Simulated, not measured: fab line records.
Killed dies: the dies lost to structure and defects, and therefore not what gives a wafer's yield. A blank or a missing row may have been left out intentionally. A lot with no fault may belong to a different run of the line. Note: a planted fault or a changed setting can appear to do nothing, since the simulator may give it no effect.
Lot-split experiment / flow sky130 / route with 708 steps; 5 lots, 23 wafers read

SPLIT DETAILS
At SKY_METAL2_SPUTTER_04 (material TiN, target thk 70 nm, time 58.3 s), the setting power_w was moved away from the recipe's 6500 W on 4 of the 23 wafers read, by -10.2% to -9.0%. The other wafers ran this setting at the recipe's value.

FROM THE SPLIT TO THE READING: what the file shows between them, 11 steps
- SKY_METAL2_EXPOSE_12: exposes mask MM2, target cd 140 nm (also split here: dose_mj)
- SKY_METAL2_PEB_13
- SKY_METAL2_DEVELOP_14: develop time 60 s
- SKY_METAL2_CD_MEAS_15: target cd 140 nm
- SKY_METAL2_DESCUM_17: chemistry O2, time 8 s
- SKY_METAL2_ETCH_18: etches BARC in N2/H2, stops on SiO2, time 47.96 s, target depth 60 nm
- SKY_METAL2_METAL_ETCH_19: etches the open film in Cl2/BCl3, stops on SiO2, target depth 360 nm, time 78 s (also split here: icp_w)
- SKY_VIA2_COAT_07: resist thk 450 nm (also split here: resist_thk_nm)
- SKY_VIA2_SOFTBAKE_08: time 90 s
- SKY_VIA2_EXPOSE_09: exposes mask VIM2, target cd 200 nm
- SKY_VIA2_ETCH_14: etches BARC in N2/H2, stops on SiO2, time 45.9 s, target depth 60 nm

THE READING
TiN_of_METAL2_SPUTTER_04.thk_nm (the simulator's own value, which no gauge read), in nm, at SKY_VIA2_ETCH_15 (etches SiO2 in C4F8/O2/Ar, stops on TiN, target depth 546 nm, time 84 s). The file gives no usual value for it. Across the 19 wafers here that went through the recipe, the average is 69.64 nm and the standard deviation 0.93 nm.

wafer=L074.1; tool, chamber at the split=pvd_sputter-02, -; power_w as run, W=6500; against the recipe=recipe; TiN_of_METAL2_SPUTTER_04.thk_nm, nm=71.47; against lot-mates on the recipe=-
wafer=L074.2; tool, chamber at the split=pvd_sputter-02, -; power_w as run, W=6500; against the recipe=recipe; TiN_of_METAL2_SPUTTER_04.thk_nm, nm=70.44; against lot-mates on the recipe=-
wafer=L074.3; tool, chamber at the split=pvd_sputter-02, -; power_w as run, W=6500; against the recipe=recipe; TiN_of_METAL2_SPUTTER_04.thk_nm, nm=70.48; against lot-mates on the recipe=-
wafer=L074.4; tool, chamber at the split=pvd_sputter-02, -; power_w as run, W=6500; against the recipe=recipe; TiN_of_METAL2_SPUTTER_04.thk_nm, nm=70.78; against lot-mates on the recipe=-
wafer=L074.6; tool, chamber at the split=pvd_sputter-02, -; power_w as run, W=6500; against the recipe=recipe; TiN_of_METAL2_SPUTTER_04.thk_nm, nm=70.3; against lot-mates on the recipe=-
wafer=L075.1; tool, chamber at the split=pvd_sputter-01, -; power_w as run, W=6500; against the recipe=recipe; TiN_of_METAL2_SPUTTER_04.thk_nm, nm=70.07; against lot-mates on the recipe=-
wafer=L075.3; tool, chamber at the split=pvd_sputter-01, -; power_w as run, W=5838; against the recipe=-10.2%; TiN_of_METAL2_SPUTTER_04.thk_nm, nm=61.81; against lot-mates on the recipe=-7.51
wafer=L075.4; tool, chamber at the split=pvd_sputter-01, -; power_w as run, W=6500; against the recipe=recipe; TiN_of_METAL2_SPUTTER_04.thk_nm, nm=68.34; against lot-mates on the recipe=-
wafer=L075.5; tool, chamber at the split=pvd_sputter-01, -; power_w as run, W=5838; against the recipe=-10.2%; TiN_of_METAL2_SPUTTER_04.thk_nm, nm=62.15; against lot-mates on the recipe=-7.17
wafer=L075.6; tool, chamber at the split=pvd_sputter-01, -; power_w as run, W=6500; against the recipe=recipe; TiN_of_METAL2_SPUTTER_04.thk_nm, nm=69.56; against lot-mates on the recipe=-
wafer=L076.1; tool, chamber at the split=pvd_sputter-01, -; power_w as run, W=5913; against the recipe=-9.0%; TiN_of_METAL2_SPUTTER_04.thk_nm, nm=62.32; against lot-mates on the recipe=-6.25
wafer=L076.2; tool, chamber at the split=pvd_sputter-01, -; power_w as run, W=6500; against the recipe=recipe; TiN_of_METAL2_SPUTTER_04.thk_nm, nm=69.6; against lot-mates on the recipe=-
wafer=L076.3; tool, chamber at the split=pvd_sputter-01, -; power_w as run, W=5913; against the recipe=-9.0%; TiN_of_METAL2_SPUTTER_04.thk_nm, nm=62.62; against lot-mates on the recipe=-5.95
wafer=L076.5; tool, chamber at the split=pvd_sputter-01, -; power_w as run, W=6500; against the recipe=recipe; TiN_of_METAL2_SPUTTER_04.thk_nm, nm=67.89; against lot-mates on the recipe=-
wafer=L076.6; tool, chamber at the split=pvd_sputter-01, -; power_w as run, W=6500; against the recipe=recipe; TiN_of_METAL2_SPUTTER_04.thk_nm, nm=68.22; against lot-mates on the recipe=-
wafer=L077.1; tool, chamber at the split=pvd_sputter-01, -; power_w as run, W=6500; against the recipe=recipe; TiN_of_METAL2_SPUTTER_04.thk_nm, nm=69.69; against lot-mates on the recipe=-
wafer=L077.2; tool, chamber at the split=pvd_sputter-01, -; power_w as run, W=6500; against the recipe=recipe; TiN_of_METAL2_SPUTTER_04.thk_nm, nm=70.33; against lot-mates on the recipe=-
wafer=L077.3; tool, chamber at the split=pvd_sputter-01, -; power_w as run, W=6500; against the recipe=recipe; TiN_of_METAL2_SPUTTER_04.thk_nm, nm=69.82; against lot-mates on the recipe=-
wafer=L077.4; tool, chamber at the split=pvd_sputter-01, -; power_w as run, W=6500; against the recipe=recipe; TiN_of_METAL2_SPUTTER_04.thk_nm, nm=68.48; against lot-mates on the recipe=-
wafer=L077.6; tool, chamber at the split=pvd_sputter-01, -; power_w as run, W=6500; against the recipe=recipe; TiN_of_METAL2_SPUTTER_04.thk_nm, nm=69.14; against lot-mates on the recipe=-
wafer=L081.1; tool, chamber at the split=pvd_sputter-01, -; power_w as run, W=6500; against the recipe=recipe; TiN_of_METAL2_SPUTTER_04.thk_nm, nm=68.81; against lot-mates on the recipe=-
wafer=L081.2; tool, chamber at the split=pvd_sputter-01, -; power_w as run, W=6500; against the recipe=recipe; TiN_of_METAL2_SPUTTER_04.thk_nm, nm=70.13; against lot-mates on the recipe=-
wafer=L081.3; tool, chamber at the split=pvd_sputter-01, -; power_w as run, W=6500; against the recipe=recipe; TiN_of_METAL2_SPUTTER_04.thk_nm, nm=69.56; against lot-mates on the recipe=-

THE FIT
A straight line over all 23 wafers: TiN_of_METAL2_SPUTTER_04.thk_nm changes by +0.77 nm for each +1% of power_w; r = +0.96; the points scatter about the line by 0.89 nm.
The same after taking each lot's own level away (the mean of its wafers on the recipe; 23 wafers): +0.701 nm for each +1%; r = +0.98; scatter 0.59 nm.
According to that fit, moving power_w by its largest amount changes the reading by 7.1 nm.
The span of the lots' own levels, 68.570 to 70.694 nm, comes to 2.3 times the standard deviation stated above.
Consequently the slope shifts little with the lot-to-lot level, the two slopes agreeing.
Check: with one of the wafers moved furthest among these (-10.2%) left out of the fit, the line predicts -6.99 nm for it against its lot-mates. Against them it came out at -7.51 nm.

OTHER SPLITS ON THESE WAFERS
These wafers also went through other splits before the reading. Each is held against what the fit with the lots' levels taken away leaves over:
other split on the same wafers=SKY_METAL1_COAT_10 resist_thk_nm; wafers away from the commonest value=10; r with TiN_of_METAL2_SPUTTER_04.thk_nm (lot level and that fit taken away)=+0.06
other split on the same wafers=SKY_VIA1_CMP_02 leave_above_ref_nm; wafers away from the commonest value=11; r with TiN_of_METAL2_SPUTTER_04.thk_nm (lot level and that fit taken away)=-0.15
other split on the same wafers=SKY_VIA1_DEVELOP_11 develop_time_s; wafers away from the commonest value=8; r with TiN_of_METAL2_SPUTTER_04.thk_nm (lot level and that fit taken away)=-0.03
other split on the same wafers=SKY_METAL2_EXPOSE_12 dose_mj; wafers away from the commonest value=4; r with TiN_of_METAL2_SPUTTER_04.thk_nm (lot level and that fit taken away)=-0.46
other split on the same wafers=SKY_METAL2_METAL_ETCH_19 icp_w; wafers away from the commonest value=7; r with TiN_of_METAL2_SPUTTER_04.thk_nm (lot level and that fit taken away)=-0.39
other split on the same wafers=SKY_VIA2_COAT_07 resist_thk_nm; wafers away from the commonest value=7; r with TiN_of_METAL2_SPUTTER_04.thk_nm (lot level and that fit taken away)=-0.12

THE WHOLE CHAIN: every reading that the file lists as answering this split, in the file's order
step=SKY_METAL2_SPUTTER_04; what it does=material TiN, target thk 70 nm, time 58.3 s; reading=TiN_of_METAL2_SPUTTER_04.thk_nm (the simulator's own value, which no gauge read); change (the file's fit)=+0.707 nm for each +1% of the setting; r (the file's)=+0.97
step=SKY_VIA2_ETCH_15; what it does=etches SiO2 in C4F8/O2/Ar, stops on TiN, target depth 546 nm, time 84 s; reading=TiN_of_METAL2_SPUTTER_04.thk_nm (the simulator's own value, which no gauge read); change (the file's fit)=+0.701 nm for each +1% of the setting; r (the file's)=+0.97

THE FILE'S OWN FIT
TiN_of_METAL2_SPUTTER_04.thk_nm changes by +0.701 nm for each +1% of power_w, r = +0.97.
